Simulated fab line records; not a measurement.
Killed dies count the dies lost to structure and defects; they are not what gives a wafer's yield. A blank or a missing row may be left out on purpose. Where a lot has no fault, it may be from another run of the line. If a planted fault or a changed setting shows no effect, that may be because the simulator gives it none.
Problem report in the 8D (eight disciplines) form, filled by code | flow sky130 | the parts of the form that need people (team, actions taken, sign-off) are left out

## 1. THE ISSUE
VIA1_W_RS at SKY_VIA1_RS_MEAS_22 reads a mean of 0.276 ohm/sq on 1 wafer of 1 lot; wafers without a fault read 0.427 ohm/sq with a standard deviation of 0.0066. That is -23 standard deviations from the usual mean.
The step: measures by four-point-probe.
First observed at day 38 03:30: wafer L560.1, on film metro-04. At this step, 30 wafers from 10 lots have a number in the record. The rule behind "out" and "out of limits": a value lying over 4 standard deviations away from the usual mean. The other wafers with a number count as sound.

## 2. WHAT IT IS; WHAT IT IS NOT
question                    | is                | is not
which readings at this step | VIA1_W_RS         | -
which lots                  | L560              | L549, L551, L552, L562, L563, L564, L566, L568, L570
which wafers of those lots  | L560.1            | L560.4, L560.6
read on which gauges        | film metro-04     | film metro-01, film metro-03
when                        | from day 38 03:30 | up to then (11 sound wafers); but 18 sound wafers of L562, L563, L564, L566, L568, L570 came after

## 3. WHAT RULES OUT EACH SUSPECT
Counting: if a tool at a process step up to the reading ran every lot that is out, it stays a suspect. Sound lots after the first of them don't rule it out here, since some wafers of a struck lot are sound.
- the gauge at SKY_VIA1_RS_MEAS_22: ruled out. All the wafers that are out were read on film metro-04, but those of them that SKY_VIA1_CMP_24 has rows for are out there too, on other tools.
- cvd w-01 at SKY_VIA1_CVD_21 (deposits W, target thk 270 nm, time 80.902 s): kept. It processed L560, the lot that is out, at day 38 03:25, and its most recent sound lot before then was L551 at day 35 16:28.
- Within cvd w-01 at SKY_VIA1_CVD_21: the wafers that are out ran in chamber 1; their sound lot-mates ran in chamber 0.
After counting, what remains is cvd w-01 at SKY_VIA1_CVD_21.

## 4. THE CAUSE (what the simulator had put in)
cvd w-01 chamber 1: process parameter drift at SKY_VIA1_CVD_21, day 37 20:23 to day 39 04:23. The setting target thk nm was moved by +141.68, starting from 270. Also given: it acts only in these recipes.
The count eliminated every tool but this one.

## 5. THE EFFECT CHAIN, in route order
Each row: a reading where the mean over the struck wafers with a number is more than 3 standard deviations away from the usual. Only readings whose record carries a usual standard deviation are examined. hours: median over the lots of the time between each lot's start at the first step of this table that gives one and its start at this step. sigmas: the change, counted in usual standard deviations.
hours | step                 | reading            | usual        | on struck wafers | change | sigmas
0     | SKY_VIA1_RS_MEAS_22  | VIA1_W_RS          | 0.427 ohm/sq | 0.276            | -0.151 | -23
0     | SKY_VIA1_THK_MEAS_23 | VIA1_W_THK         | 266 nm       | 413              | +147   | +31
0     | SKY_VIA1_CMP_24      | time to endpoint s | 63 s         | 102              | +39    | +8.1
Its process steps:
- SKY_VIA1_CMP_24: polishes, stops on SiO2, t overpolish 15 s, target thk 0 nm.

## 6. HOW IT WOULD HAVE BEEN CAUGHT EARLIER
In this record the first reading out of limits at a measuring or inspecting step was taken at day 38 03:30, 7 hours after the fault began at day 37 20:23.
An alarm limit of 4 standard deviations would not have fired on the tool readings at SKY_VIA1_CVD_21 for which the record gives a usual standard deviation, since none of them was out on any struck wafer.
Each of the lots that are out, 1 in all, had begun SKY_VIA1_CVD_21 on cvd w-01 no later than day 38 03:30. Tool hold at that time: it would have spared none of them.
